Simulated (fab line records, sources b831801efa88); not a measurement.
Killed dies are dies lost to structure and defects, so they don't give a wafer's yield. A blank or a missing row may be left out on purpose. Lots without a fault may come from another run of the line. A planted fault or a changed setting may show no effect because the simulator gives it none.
One fault seen from 2 desks | flow gf180mcu | each desk has only its own numbers; what lay behind them comes last

THE TOOL OWNER'S DESK: rie_diel-01
The tool's own readings at GF_STI_ETCH_13 (etches the open film in CHF3/O2, stops on Si, target depth 282.31 nm, time 112.9 s): means of the sampled wafers that have a number, for each lot that ran on this tool. A lot is out of limits, marked OUT, if its mean lies more than 4 standard deviations from the usual mean; the brackets give that distance.
Columns: A = O2_flow_sccm at GF_STI_ETCH_13, usual 5.000 sccm; B = drypump_motor_current_A at GF_STI_ETCH_13, usual 5.6 A; C = oes_product_au at GF_STI_ETCH_13, usual 0.832 a.u.; D = throttle_valve_pct at GF_STI_ETCH_13, usual 8.812 %
lot  | first seen here | A     | B   | C     | D
L956 | day 3 23:20     | 5.011 | 5.6 | 0.841 | 8.806
L957 | day 4 04:23     | 4.995 | 5.6 | 0.828 | 8.811
This desk's finding: nothing out of limits on any of the 2 lots.

THE METROLOGY DESK
What the gauges read, lot by lot, whatever tool the lot ran on: means of the sampled wafers that have a number. A lot is out of limits, marked OUT, if its mean lies more than 4 standard deviations from the usual mean; the brackets give that distance.
Columns: A = STI_OXIDATION_THK at GF_STI_THK_MEAS_02, usual 9.99 nm; B = MVPSD_TW at GF_MVPSD_TW_MEAS_11, usual 549; C = VT_IMPLANT_01_OVL at GF_VT_IMPLANT_OVL_MEAS_18, usual 0.8 nm
lot  | first seen here | A     | B   | C
L947 | day 1 11:31     | 10.01 | 541 | 0.0
L948 | day 1 19:10     | 9.77  | 541 | 1.5
L949 | day 2 00:44     | 9.87  | 555 | 1.0
L950 | day 2 07:20     | 9.79  | 553 | -0.9
L956 | day 3 08:31     | 10.29 | 551 | 0.9
L957 | day 3 13:31     | 10.06 | 541 | 1.9
L960 | day 4 04:56     | 9.84  | 555 | -0.0
L964 | day 5 00:49     | 10.37 | 554 | -0.5
L967 | day 5 15:56     | 9.90  | 546 | 1.9
This desk's finding: nothing out of limits on any of the 9 lots.

PUT TOGETHER
The tool owner's desk saw nothing out of limits.
The metrology desk saw nothing out of limits.

WHAT THE SIMULATOR HAD PUT IN
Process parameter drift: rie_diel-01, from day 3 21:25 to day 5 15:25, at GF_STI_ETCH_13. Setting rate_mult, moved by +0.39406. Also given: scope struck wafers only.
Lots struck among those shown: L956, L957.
